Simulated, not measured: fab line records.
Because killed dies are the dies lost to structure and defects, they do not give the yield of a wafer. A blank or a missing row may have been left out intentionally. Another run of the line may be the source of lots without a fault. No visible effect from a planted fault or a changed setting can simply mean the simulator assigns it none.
Matching of chambers :: flow gf180mcu :: GF_STI_CMP_25 on cmp-01 has 4 sister chambers
The step polishes, stops on Si3N4, t overpolish 33 s, target thk 524.6 nm. 14 wafers are shown with their chamber, then 7 later ones without.

## WAFERS WITH THEIR CHAMBER
wafer: L440.2
chamber: 0
motor-current-A (A): 12.1
head-pressure-psi (psi): 4.010
time-to-endpoint-s (s): 133

wafer: L440.3
chamber: 2
motor-current-A (A): 12.0
head-pressure-psi (psi): 4.002
time-to-endpoint-s (s): 136

wafer: L440.5
chamber: 0
motor-current-A (A): 12.1
head-pressure-psi (psi): 4.007
time-to-endpoint-s (s): 129

wafer: L441.3
chamber: 0
motor-current-A (A): 12.4
head-pressure-psi (psi): 3.998
time-to-endpoint-s (s): 134

wafer: L441.4
chamber: 3
motor-current-A (A): 13.5
head-pressure-psi (psi): 4.013
time-to-endpoint-s (s): 129

wafer: L441.5
chamber: 0
motor-current-A (A): 11.3
head-pressure-psi (psi): 4.003
time-to-endpoint-s (s): 135

wafer: L442.3
chamber: 2
motor-current-A (A): 11.5
head-pressure-psi (psi): 4.007
time-to-endpoint-s (s): 134

wafer: L442.4
chamber: 3
motor-current-A (A): 13.9
head-pressure-psi (psi): 4.002
time-to-endpoint-s (s): 128

wafer: L442.6
chamber: 0
motor-current-A (A): 11.4
head-pressure-psi (psi): 4.005
time-to-endpoint-s (s): 135

wafer: L454.1
chamber: 0
motor-current-A (A): 12.5
head-pressure-psi (psi): 4.000
time-to-endpoint-s (s): 134

wafer: L454.3
chamber: 3
motor-current-A (A): 13.3
head-pressure-psi (psi): 4.005
time-to-endpoint-s (s): 131

wafer: L454.4
chamber: 2
motor-current-A (A): 11.7
head-pressure-psi (psi): 3.993
time-to-endpoint-s (s): 138

wafer: L459.1
chamber: 2
motor-current-A (A): 11.8
head-pressure-psi (psi): 3.993
time-to-endpoint-s (s): 130

wafer: L459.4
chamber: 1
motor-current-A (A): 11.3
head-pressure-psi (psi): 4.023
time-to-endpoint-s (s): 126

SIGNATURES, as means of the wafers listed above
reading: motor-current-A
chamber 0: 11.967
chamber 1: 11.300
chamber 2: 11.750
chamber 3: 13.567
scatter within a chamber: 0.399

reading: head-pressure-psi
chamber 0: 4.00383
chamber 1: 4.02300
chamber 2: 3.99875
chamber 3: 4.00667
scatter within a chamber: 0.00555

reading: time-to-endpoint-s
chamber 0: 133.33
chamber 1: 126.00
chamber 2: 134.50
chamber 3: 129.33
scatter within a chamber: 2.55
Rule: a wafer's distance from a chamber is the root of the sum, over the readings, of the square of ((its reading less the chamber's mean) divided by the reading's scatter). The wafer belongs to the nearest chamber; if the next one is less than 2 further off, it can't be placed. The scatter: the root of (the sum of the squares of (reading less its chamber's mean) over the shown wafers, divided by (wafers less chambers)).

## WAFERS WHOSE CHAMBER IS MISSING
wafer: L459.5
motor-current-A (A): 12.0
head-pressure-psi (psi): 3.987
time-to-endpoint-s (s): 134

wafer: L460.1
motor-current-A (A): 11.1
head-pressure-psi (psi): 4.010
time-to-endpoint-s (s): 129

wafer: L460.4
motor-current-A (A): 11.7
head-pressure-psi (psi): 3.997
time-to-endpoint-s (s): 130

wafer: L460.6
motor-current-A (A): 11.8
head-pressure-psi (psi): 3.982
time-to-endpoint-s (s): 133

wafer: L461.1
motor-current-A (A): 11.8
head-pressure-psi (psi): 4.005
time-to-endpoint-s (s): 131

wafer: L461.3
motor-current-A (A): 11.3
head-pressure-psi (psi): 4.015
time-to-endpoint-s (s): 131

wafer: L461.6
motor-current-A (A): 11.5
head-pressure-psi (psi): 4.016
time-to-endpoint-s (s): 135

## CHAMBER TAKEN BY EACH
wafer: L459.5
from the rows above: can't be placed: 2 or 0
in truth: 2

wafer: L460.1
from the rows above: can't be placed: 1 or 0 or 2
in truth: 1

wafer: L460.4
from the rows above: can't be placed: 2 or 0
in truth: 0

wafer: L460.6
from the rows above: can't be placed: 2 or 0
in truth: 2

wafer: L461.1
from the rows above: can't be placed: 0 or 2
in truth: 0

wafer: L461.3
from the rows above: can't be placed: 1 or 0 or 2
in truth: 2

wafer: L461.6
from the rows above: can't be placed: 0 or 2 or 1
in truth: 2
Placed correctly: 0 of 7. Cannot be placed on the basis of these rows: 7; the candidates contain the true chamber in 7. Placed wrongly: 0.
